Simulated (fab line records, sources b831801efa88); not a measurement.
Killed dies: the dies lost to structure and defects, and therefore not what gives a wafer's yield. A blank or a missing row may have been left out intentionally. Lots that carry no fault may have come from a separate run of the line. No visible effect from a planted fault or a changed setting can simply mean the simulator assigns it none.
What tool caused it? | flow sky130 | Sampling: 12 lots, 36 wafers, 5 of 708 route steps

## WHAT EACH GAUGE READ, for each wafer
SKY_DNWELL_TW_MEAS_09.
lot  | measured    | on           | DNWELL_TW
L210 | day 3 09:59 | filmMetro-03 | 1099 1099 1096
L212 | day 3 18:20 | filmMetro-04 | 1112 1108 1102
L214 | day 4 02:44 | filmMetro-03 | 1087 1096 1088
L217 | day 4 19:43 | filmMetro-04 | 1098 1102 1102
L220 | day 5 09:35 | filmMetro-03 | 1107 1101 1099
L221 | day 5 14:05 | filmMetro-04 | 1104 1108 1104
L226 | day 6 17:44 | filmMetro-04 | 1102 1098 1100
L227 | day 7 00:01 | filmMetro-03 | 1085 1083 1082
L230 | day 7 16:47 | filmMetro-04 | 1099 1103 1100
L231 | day 7 22:34 | filmMetro-04 | 1099 1095 1096
L232 | day 8 04:13 | filmMetro-03 | 1090 1092 1094
L233 | day 8 11:40 | filmMetro-03 | 1095 1088 1094

SKY_NWELL_TW_MEAS_15.
lot  | measured     | on           | NWELL_TW
L210 | day 4 21:22  | filmMetro-04 | 1809 1808 1800
L212 | day 5 04:34  | filmMetro-02 | 1792 1788 1794
L214 | day 5 13:25  | filmMetro-03 | 1796 1806 1792
L217 | day 6 07:49  | filmMetro-04 | 1797 1805 1792
L220 | day 6 23:53  | filmMetro-02 | 1791 1792 1796
L221 | day 7 04:53  | filmMetro-02 | 1795 1793 1792
L226 | day 8 10:40  | filmMetro-02 | 1802 1803 1799
L227 | day 8 16:38  | filmMetro-02 | 1809 1799 1802
L230 | day 9 12:16  | filmMetro-03 | 1786 1781 1778
L231 | day 9 16:57  | filmMetro-04 | 1789 1785 1789
L232 | day 10 00:16 | filmMetro-02 | 1792 1790 1797
L233 | day 10 07:52 | filmMetro-02 | 1800 1795 1804

SKY_VT_ADJUST_NCORE_TW_MEAS_11.
lot  | measured     | on           | VT_ADJUST_NCORE_TW
L210 | day 8 23:19  | filmMetro-03 | 214.4 214.5 215.2
L212 | day 9 08:47  | filmMetro-01 | 217.9 218.2 217.1
L214 | day 9 18:44  | filmMetro-02 | 217.8 214.1 216.7
L217 | day 10 15:16 | filmMetro-03 | 213.4 214.3 213.5
L220 | day 11 09:35 | filmMetro-01 | 154.3 152.9 155.4
L221 | day 11 17:23 | filmMetro-02 | 152.2 153.2 154.2
L226 | day 13 05:20 | filmMetro-02 | 217.0 218.6 218.2
L227 | day 13 13:11 | filmMetro-02 | 217.4 218.4 217.8
L230 | day 14 12:33 | filmMetro-02 | 217.4 219.7 218.2
L231 | day 14 16:28 | filmMetro-01 | 218.0 219.6 219.5
L232 | day 15 02:50 | filmMetro-02 | 217.6 218.3 218.7
L233 | day 15 10:34 | filmMetro-03 | 213.1 214.7 213.9

## WHAT TOOL EACH LOT RAN ON (gives the tool, then ch and the chambers of the sampled wafers, and finally the start)
lot  | SKY_NWELL_STRIP_25                  | SKY_VT_ADJUST_NCORE_IMPLANT_09
L210 | plasmaAsher-03 ch 0,1, day 5 14:54  | implanter-04 ch 0, day 8 23:04
L212 | plasmaAsher-03 ch 0, day 5 23:07    | implanter-03 ch 0, day 9 08:33
L214 | plasmaAsher-01 ch 0,1, day 6 08:16  | implanter-04 ch 0, day 9 18:30
L217 | plasmaAsher-01 ch 0,1, day 7 03:00  | implanter-03 ch 0, day 10 15:01
L220 | plasmaAsher-03 ch 0,1, day 7 18:53  | implanter-04 ch 0, day 11 09:22
L221 | plasmaAsher-04 ch 0,1, day 8 00:59  | implanter-04 ch 0, day 11 17:10
L226 | plasmaAsher-04 ch 0,1, day 9 07:58  | implanter-03 ch 0, day 13 05:06
L227 | plasmaAsher-01 ch 0,1, day 9 14:38  | implanter-03 ch 0, day 13 12:58
L230 | plasmaAsher-01 ch 1, day 10 09:48   | implanter-04 ch 0, day 14 12:18
L231 | plasmaAsher-04 ch 0,1, day 10 14:16 | implanter-04 ch 0, day 14 16:13
L232 | plasmaAsher-03 ch 0,1, day 10 22:19 | implanter-04 ch 0, day 15 02:33
L233 | plasmaAsher-01 ch 0,1, day 11 05:07 | implanter-01 ch 0, day 15 10:19
- SKY_NWELL_STRIP_25: strips in O2/N2.
- SKY_VT_ADJUST_NCORE_IMPLANT_09

## AS READ BY THE TOOLS THEMSELVES (means over the sampled wafers that have a number; for cases with no such wafer, the mark the record gives instead)
SKY_NWELL_STRIP_25.
lot  | tool           | drypumpMotorCurrentA (A) | oesProductAu (a.u.) | stripTimeToEndpointS (s)
L210 | plasmaAsher-03 | 6.4                      | 0.726               | 37.05
L212 | plasmaAsher-03 | 6.6                      | 0.721               | 37.00
L214 | plasmaAsher-01 | 5.5                      | 0.717               | 36.91
L217 | plasmaAsher-01 | 5.9                      | 0.720               | 36.88
L220 | plasmaAsher-03 | 6.5                      | 0.718               | 36.83
L221 | plasmaAsher-04 | 5.5                      | 0.726               | 36.84
L226 | plasmaAsher-04 | 5.4                      | 0.721               | 36.76
L227 | plasmaAsher-01 | 5.5                      | 0.723               | 37.01
L230 | plasmaAsher-01 | 6.4                      | 0.721               | 36.86
L231 | plasmaAsher-04 | 5.4                      | 0.718               | 37.00
L232 | plasmaAsher-03 | 6.5                      | 0.723               | 37.00
L233 | plasmaAsher-01 | 6.0                      | 0.728               | 36.96

SKY_VT_ADJUST_NCORE_IMPLANT_09.
lot  | tool         | doseIonsCm2 | faradayCurrentUA
L210 | implanter-04 | 2.3983e+12  | 13.33
L212 | implanter-03 | 2.3993e+12  | 13.31
L214 | implanter-04 | 2.4016e+12  | 13.46
L217 | implanter-03 | 2.3998e+12  | 13.83
L220 | implanter-04 | 6.8037e+11  | 3.90
L221 | implanter-04 | 6.8027e+11  | 3.84
L226 | implanter-03 | 2.3988e+12  | 13.39
L227 | implanter-03 | 2.3981e+12  | 13.66
L230 | implanter-04 | 2.3993e+12  | 13.51
L231 | implanter-04 | 2.3998e+12  | 13.61
L232 | implanter-04 | 2.3998e+12  | 13.61
L233 | implanter-01 | 2.4024e+12  | 13.37

## THE ANSWER, worked out from the rows above alone
Rule: the usual values come from the lots themselves. Put in order of their means at a reading, lots are off if they are a third of the lots or fewer, leave a main group of 4 or more, and stand apart from it by a gap of 3 or more times the standard deviation of the main group's means; of several such gaps the widest counts. A main group whose means are all the same, to the digits that the tables above print for the reading, isn't used. Also off: a lot with no number at a reading for which 4 or more lots have one. Where the step has rows for the other lots, those lots are counted as sound. First the gauges in route order, then the tools' own readings, where a lot's mean is used as printed above. The first step at which some lot is off is used, and at that step the reading that is off furthest; a lot without a number counts as furthest.
Off: L220, L221, at SKY_VT_ADJUST_NCORE_TW_MEAS_11 (VT_ADJUST_NCORE_TW). Mean 216.8 and standard deviation 1.9 in the main group.
If a tool, at a process step before that reading, ran all the lots that are off and no sound lot after the first of them, it fits. The gauges at SKY_VT_ADJUST_NCORE_TW_MEAS_11 aren't tried: what is off there is off at SKY_VT_ADJUST_NCORE_IMPLANT_09 too, on other tools, and a gauge's error can't cause that. No candidate that was tried fits.

## WHAT WAS PUT IN BY THE SIMULATOR
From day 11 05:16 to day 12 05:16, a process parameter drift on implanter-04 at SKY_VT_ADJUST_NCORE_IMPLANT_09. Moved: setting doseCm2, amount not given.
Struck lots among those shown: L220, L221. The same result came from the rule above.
